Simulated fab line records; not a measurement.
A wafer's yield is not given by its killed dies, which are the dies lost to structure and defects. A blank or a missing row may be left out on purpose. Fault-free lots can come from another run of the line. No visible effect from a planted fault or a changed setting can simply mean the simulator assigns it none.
Which of the tools did it? -- flow sky130 -- 6 lots (18 wafers sampled), 1 step of a 708-step route

== WHAT EACH GAUGE READ, for each wafer ==
SKY_CONTACT_CD_MEAS_14: the cd target is 170 nm.
lot,measured,on,cd-nm (nm)
L618,day 32 04:29,cd-sem-02,168.1 168.5 168.2
L619,day 33 08:07,cd-sem-02,168.9 169.9 168.9
L623,day 34 15:31,cd-sem-02,169.9 171.4 169.9
L627,day 35 13:59,cd-sem-01,170.9 172.6 172.1
L635,day 37 17:19,cd-sem-01,169.7 169.1 168.8
L639,day 38 17:12,cd-sem-02,170.7 171.0 169.8

== TOOL THAT RAN EACH LOT (tool first, then ch and the chambers of the sampled wafers, then the start) ==
No process step before these readings appears in the record.

== THE ANSWER, worked out from the rows above alone ==
Rule: the lots themselves supply what counts as usual. The widest of any qualifying gaps counts: lots, ordered by their means at a reading, are off when they make up no more than a third of the lots, leave a main group of 4 or more, and stand apart from it by 3 or more times the standard deviation of that group's means. If all means in a main group match to the digits the tables above print for the reading, that group is not used. Also off: a lot with no number at a reading for which 4 or more lots have one. All remaining lots with rows at the step are treated as sound.
None of the lots is off at any reading shown; this tells nothing.

== WHAT THE SIMULATOR HAD PUT IN ==
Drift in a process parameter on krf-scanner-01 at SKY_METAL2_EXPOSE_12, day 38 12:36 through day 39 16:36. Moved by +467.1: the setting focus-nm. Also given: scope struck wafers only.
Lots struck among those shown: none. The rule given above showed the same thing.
